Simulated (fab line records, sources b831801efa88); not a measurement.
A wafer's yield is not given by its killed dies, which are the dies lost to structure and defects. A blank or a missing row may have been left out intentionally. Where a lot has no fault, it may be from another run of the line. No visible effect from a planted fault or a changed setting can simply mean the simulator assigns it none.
Comparing a struck lot with a sound one || flow gf180mcu || 21 out of 602 route steps
Sound: the wafers L276.3, L276.4, L276.6. Struck: wafer L286.2 (left out: L286.3, L286.6 of the same lot, which were not struck); the cause appears at the end.
For every step that has rows: the tool of each side, followed by ch and its chambers, followed by its first start. Under that, the readings that differ: sound wafers || struck wafers || difference of the means || sigmas: that difference in standard deviations of wafers without a fault.
alike: readings with means less than 2 such deviations apart, plus words and numbers identical on both sides. not compared: withheld readings, readings lacking a value on some wafer, bounds such as >300 that could conceal the same value, and numbers that have no deviation in the record and whose values overlap.
The two part at a step that has a row with sigmas, a row that says differs or no value, or rows on one side only. Numbers that have no deviation but don't overlap get no sigmas and don't part them. A reading missing from all wafers of one side parts the sides only when that side holds two or more wafers.

GF_TOP_METAL_CD_MEAS_14 targets a cd of 440 nm.
  struck on cd-sem-01, day 33 06:12; sound on cd-sem-01, day 30 20:14
  alike: cd-nm
GF_TOP_METAL_OVL_MEAS_15:
  struck on overlay-01, day 33 06:19; sound on overlay-01, day 30 20:20
  alike: TOP_METAL_OVL
GF_TOP_METAL_METAL_ETCH_16: etches the open film in Cl2/BCl3, stops on SiO2, target depth 1077.5 nm, time 179.6 s.
  sound on rie-metal-04 ch 0, day 30 20:29; struck on rie-metal-04 ch 1, day 33 06:20
{"reading": "rf-hours-counter-h (h)", "sound": "- - -", "struck": 8.3, "difference": "no value on the sound wafers", "sigmas": ""}
{"reading": "throttle-valve-pct (%)", "sound": "28.268 28.264 28.263", "struck": 28.236, "difference": -0.029, "sigmas": -2}
  alike: drypump-motor-current-A, oes-product-au
GF_TOP_METAL_STRIP_17: strips in O2/N2.
  sound on plasma-asher-04 ch 0,1, day 30 20:44; struck on plasma-asher-04 ch 0, day 33 06:31
{"reading": "rf-hours-counter-h (h)", "sound": "- - -", "struck": 3, "difference": "no value on the sound wafers", "sigmas": ""}
{"reading": "strip-time-to-endpoint-s (s)", "sound": "13.43 13.35 13.44", "struck": 13.64, "difference": "+0.23", "sigmas": "+3"}
  alike: drypump-motor-current-A, heater-power-w, n2-flow-sccm, oes-product-au
then, 2 steps without rows for these wafers: GF_TOP_METAL_STRIP_18 (strips in post etch residue remover, time 1200 s); GF_TOP_METAL_CLEAN_19 (cleans in DIW).
GF_PASSIVATION_CVD_00: deposits SiO2 from TEOS, target thk 1000 nm, time 111.95 s.
  sound on pecvd-03 ch 0,2, day 30 21:19; struck on pecvd-02 ch 1, day 33 07:03
{"reading": "susceptor-temp-C (C)", "sound": "400.14 400.09 400.40", "struck": 399.54, "difference": -0.67, "sigmas": -3}
  alike: heater-power-w
GF_PASSIVATION_THK_MEAS_01:
  struck on film-metro-01, day 33 07:08; sound on film-metro-01, day 30 21:25
  alike: PASSIVATION_CVD_00_THK
GF_PASSIVATION_CVD_02: deposits Si3N4, target thk 700 nm, time 486.18 s.
  sound on pecvd-02 ch 0,2, day 30 21:28; struck on pecvd-03 ch 0, day 33 07:11
  alike: heater-power-w, susceptor-temp-C
GF_PASSIVATION_THK_MEAS_03:
  struck on film-metro-03, day 33 07:29; sound on film-metro-03, day 30 21:46
  alike: PASSIVATION_CVD_02_THK
then, 2 steps without rows for these wafers: GF_PASSIVATION_DEHYDRATE_04 (time 60 s); GF_PASSIVATION_HMDS_05 (prime time 60 s).
GF_PASSIVATION_COAT_06: resist thk 4000 nm.
  sound on litho-track-01 ch 0, day 31 06:12; struck on litho-track-01 ch 0, day 33 15:04
{"reading": "model.coat_of_PASSIVATION_COAT_06.thk-nm (nm)", "sound": "4001 4017 4000", "struck": 4143, "difference": "+137", "sigmas": ""}
  alike: spin-speed-rpm
then, 4 steps without rows for these wafers: GF_PASSIVATION_SOFTBAKE_07; GF_PASSIVATION_EXPOSE_08 (exposes mask Pad, target cd 40000 nm); GF_PASSIVATION_PEB_09; GF_PASSIVATION_DEVELOP_10 (develop time 60 s).
GF_PASSIVATION_ETCH_11: etches the open film in CF4/O2, stops on TiN, target depth 1800 nm, time 400 s.
  sound on rie-diel-04 ch 0,1,2, day 31 14:42; struck on rie-diel-04 ch 0, day 33 23:02
{"reading": "model.coat_of_PASSIVATION_COAT_06.thk-nm (nm)", "sound": "2819 2828 2783", "struck": 2934, "difference": "+124", "sigmas": ""}
  alike: drypump-motor-current-A, oes-product-au, throttle-valve-pct
  not compared: rf-hours-counter-h
GF_PASSIVATION_STRIP_12: strips in O2/N2.
  sound on plasma-asher-01 ch 0,1, day 31 14:58; struck on plasma-asher-03 ch 0, day 33 23:16
{"reading": "n2-flow-sccm (sccm)", "sound": "299.3 298.9 299.4", "struck": 301.0, "difference": "+1.8", "sigmas": "+2"}
{"reading": "rf-hours-counter-h (h)", "sound": "- - -", "struck": 103, "difference": "no value on the sound wafers", "sigmas": ""}
{"reading": "strip-time-to-endpoint-s (s)", "sound": "35.01 35.11 34.59", "struck": 36.33, "difference": "+1.43", "sigmas": "+7"}
  alike: drypump-motor-current-A, heater-power-w, oes-product-au
then, 1 step without rows for these wafers: GF_PASSIVATION_ANNEAL_13 (time 1800 s).
GF_PASSIVATION_PROBE_99:
  only the struck wafers here have rows in the record (prober-02, day 34 01:02); the sound ones have none

WHERE THEY PART
Earliest at GF_TOP_METAL_METAL_ETCH_16; latest, in this record, at GF_PASSIVATION_PROBE_99.

WHY: what had been put in by the simulator
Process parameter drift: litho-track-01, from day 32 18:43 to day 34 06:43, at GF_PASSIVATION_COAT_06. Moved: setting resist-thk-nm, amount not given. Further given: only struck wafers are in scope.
